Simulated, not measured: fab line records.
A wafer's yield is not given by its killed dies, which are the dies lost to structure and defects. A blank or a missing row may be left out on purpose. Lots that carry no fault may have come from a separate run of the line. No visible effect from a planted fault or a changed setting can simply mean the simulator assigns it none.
Which tool is to blame? + flow gf180mcu + 15 lots with 45 wafers sampled at 4 steps, on a route of 602 steps

WHAT THE GAUGES READ, wafer by wafer
GF_CONTACT_CD_MEAS_14: the cd target is 220 nm. Usual: cd_nm 220.7 nm, standard deviation 1.5.
| lot  | measured     | on        | cd_nm (nm)        | flag |
|------|--------------|-----------|-------------------|------|
| L433 | day 15 21:52 | cd_sem-02 | 222.7 222.9 222.9 |      |
| L434 | day 16 11:25 | cd_sem-01 | 218.7 219.1 219.0 |      |
| L435 | day 16 20:42 | cd_sem-02 | 219.1 218.6 218.9 |      |
| L437 | day 17 16:28 | cd_sem-01 | 221.0 221.0 220.5 |      |
| L438 | day 18 01:02 | cd_sem-01 | - - -             | OFF  |
| L439 | day 18 09:36 | cd_sem-01 | - - -             | OFF  |
| L440 | day 18 20:34 | cd_sem-02 | - - -             | OFF  |
| L445 | day 20 12:43 | cd_sem-02 | 219.9 219.5 221.5 |      |
| L446 | day 21 00:01 | cd_sem-01 | 217.5 219.3 219.2 |      |
| L448 | day 21 23:32 | cd_sem-01 | 218.9 219.9 219.3 |      |
| L449 | day 22 02:19 | cd_sem-02 | 222.8 222.7 225.7 |      |
| L450 | day 22 07:47 | cd_sem-02 | 220.5 220.8 221.2 |      |
| L453 | day 23 09:04 | cd_sem-01 | 218.3 218.7 219.5 |      |
| L454 | day 23 22:52 | cd_sem-01 | 222.6 222.1 221.8 |      |
| L456 | day 24 03:28 | cd_sem-02 | 222.1 219.8 220.1 |      |

GF_CONTACT_OVL_MEAS_15. Usual: CONTACT_OVL typically reads 0 nm, with standard deviation 5.
| lot  | measured     | on         | CONTACT_OVL (nm) | flag |
|------|--------------|------------|------------------|------|
| L433 | day 15 21:59 | overlay-02 | -5 -4 -6         |      |
| L434 | day 16 11:32 | overlay-01 | -7 -10 -6        |      |
| L435 | day 16 20:49 | overlay-01 | -2 2 1           |      |
| L437 | day 17 16:35 | overlay-01 | 3 5 2            |      |
| L438 | day 18 01:08 | overlay-02 | - - -            | OFF  |
| L439 | day 18 09:41 | overlay-02 | - - -            | OFF  |
| L440 | day 18 20:38 | overlay-01 | - - -            | OFF  |
| L445 | day 20 12:50 | overlay-01 | -2 18 4          |      |
| L446 | day 21 00:06 | overlay-02 | -3 -3 0          |      |
| L448 | day 21 23:38 | overlay-02 | 4 5 1            |      |
| L449 | day 22 02:26 | overlay-02 | 0 -3 1           |      |
| L450 | day 22 07:53 | overlay-02 | 1 -3 4           |      |
| L453 | day 23 09:09 | overlay-02 | 1 8 1            |      |
| L454 | day 23 22:59 | overlay-01 | 2 0 -2           |      |
| L456 | day 24 03:35 | overlay-02 | -4 -8 -9         |      |

EACH LOT AND THE TOOL THAT RAN IT (in order: tool; ch and the chambers of the sampled wafers; start)
| lot  | GF_SALICIDE_RTA_08               | GF_CONTACT_PEB_12                 |
|------|----------------------------------|-----------------------------------|
| L433 | rtp_anneal-01 ch 0, day 15 00:32 | litho_track-03 ch 0, day 15 21:31 |
| L434 | rtp_anneal-01 ch 0, day 15 13:20 | litho_track-03 ch 0, day 16 11:04 |
| L435 | rtp_anneal-01 ch 0, day 15 21:51 | litho_track-01 ch 0, day 16 20:21 |
| L437 | rtp_anneal-02 ch 0, day 16 17:01 | litho_track-04 ch 0, day 17 16:07 |
| L438 | rtp_anneal-02 ch 0, day 17 01:11 | litho_track-03, day 18 00:42      |
| L439 | rtp_anneal-02 ch 0, day 17 09:33 | litho_track-04, day 18 09:17      |
| L440 | rtp_anneal-02 ch 0, day 17 19:38 | litho_track-01, day 18 20:15      |
| L445 | rtp_anneal-02 ch 0, day 19 11:35 | litho_track-03 ch 0, day 20 12:22 |
| L446 | rtp_anneal-01 ch 0, day 19 22:52 | litho_track-03 ch 0, day 20 23:41 |
| L448 | rtp_anneal-02 ch 0, day 20 23:56 | litho_track-04 ch 0, day 21 23:11 |
| L449 | rtp_anneal-01 ch 0, day 21 02:07 | litho_track-03 ch 0, day 22 01:58 |
| L450 | rtp_anneal-02 ch 0, day 21 07:52 | litho_track-04 ch 0, day 22 07:26 |
| L453 | rtp_anneal-02 ch 0, day 22 09:11 | litho_track-04 ch 0, day 23 08:46 |
| L454 | rtp_anneal-01 ch 0, day 22 23:32 | litho_track-04 ch 0, day 23 22:31 |
| L456 | rtp_anneal-01 ch 0, day 23 04:41 | litho_track-03 ch 0, day 24 03:07 |
- GF_SALICIDE_RTA_08: time 30 s.
- GF_CONTACT_PEB_12: peb time 90 s.

AS READ BY THE TOOLS THEMSELVES (means over the sampled wafers that have a number; for cases with no such wafer, the mark the record gives instead)
GF_SALICIDE_RTA_08. Usual: lamp_power_pct 17.2 %, standard deviation 0.49; wafer_temp_C_max 804.4, standard deviation 0.89.
| lot  | tool          | lamp_power_pct (%) | wafer_temp_C_max | flag |
|------|---------------|--------------------|------------------|------|
| L433 | rtp_anneal-01 | 16.6               | 804.8            |      |
| L434 | rtp_anneal-01 | 16.6               | 804.8            |      |
| L435 | rtp_anneal-01 | 16.6               | 804.5            |      |
| L437 | rtp_anneal-02 | 17.6               | 803.8            |      |
| L438 | rtp_anneal-02 | 17.6               | 804.8            |      |
| L439 | rtp_anneal-02 | 17.6               | 803.7            |      |
| L440 | rtp_anneal-02 | 17.6               | 804.5            |      |
| L445 | rtp_anneal-02 | 17.6               | 803.8            |      |
| L446 | rtp_anneal-01 | 16.6               | 805.1            |      |
| L448 | rtp_anneal-02 | 17.6               | 804.3            |      |
| L449 | rtp_anneal-01 | 16.6               | 804.7            |      |
| L450 | rtp_anneal-02 | 17.6               | 803.4            |      |
| L453 | rtp_anneal-02 | 17.6               | 803.8            |      |
| L454 | rtp_anneal-01 | 16.6               | 804.2            |      |
| L456 | rtp_anneal-01 | 16.6               | 805.0            |      |

GF_CONTACT_PEB_12. Usual: chill_plate_temp_C 23.02 C, standard deviation 0.11; exhaust_pa 45.1 Pa, standard deviation 0.97; heater_power_total_W 85.70 W, standard deviation 0.08.
| lot  | tool           | chill_plate_temp_C (C) | exhaust_pa (Pa) | heater_power_total_W (W) | flag |
|------|----------------|------------------------|-----------------|--------------------------|------|
| L433 | litho_track-03 | 23.02                  | 44.3            | 85.78                    |      |
| L434 | litho_track-03 | 22.84                  | 45.5            | 85.71                    |      |
| L435 | litho_track-01 | 23.08                  | 45.6            | 85.76                    |      |
| L437 | litho_track-04 | 22.99                  | 46.4            | 85.61                    |      |
| L438 | litho_track-03 | -                      | -               | -                        | OFF  |
| L439 | litho_track-04 | -                      | -               | -                        | OFF  |
| L440 | litho_track-01 | -                      | -               | -                        | OFF  |
| L445 | litho_track-03 | 23.03                  | 44.8            | 85.67                    |      |
| L446 | litho_track-03 | 23.10                  | 45.6            | 85.73                    |      |
| L448 | litho_track-04 | 22.89                  | 44.4            | 85.74                    |      |
| L449 | litho_track-03 | 22.94                  | 45.5            | 85.70                    |      |
| L450 | litho_track-04 | 22.90                  | 44.7            | 85.65                    |      |
| L453 | litho_track-04 | 23.09                  | 43.7            | 85.65                    |      |
| L454 | litho_track-04 | 22.91                  | 46.2            | 85.62                    |      |
| L456 | litho_track-03 | 22.97                  | 45.8            | 85.69                    |      |

THE ANSWER, worked out from the rows above alone
Rule: take the mean of a lot's wafers that have a number; if it is more than 3 standard deviations from the usual mean, the lot is off. Also off: a lot with no number at a reading for which 4 or more lots have one. All remaining lots with rows at the step are treated as sound. The gauges are gone through in route order, then the tools' own readings, and for those a lot's mean is taken as printed above. At the first step where some lot is off, the reading lying furthest off is the one used; lots without a number count as furthest.
Off, at GF_CONTACT_CD_MEAS_14 on cd_nm: L438, L439, L440. Without a number there: L438, L439, L440.
A tool fits if, at a process step before that reading, it ran every lot that is off, and no sound lot after the first of them. The gauges at GF_CONTACT_CD_MEAS_14 aren't tried: what is off there is off at GF_CONTACT_OVL_MEAS_15 too, on other tools, and a gauge's error can't cause that. No candidate that was tried fits.

WHAT THE SIMULATOR HAD INSERTED
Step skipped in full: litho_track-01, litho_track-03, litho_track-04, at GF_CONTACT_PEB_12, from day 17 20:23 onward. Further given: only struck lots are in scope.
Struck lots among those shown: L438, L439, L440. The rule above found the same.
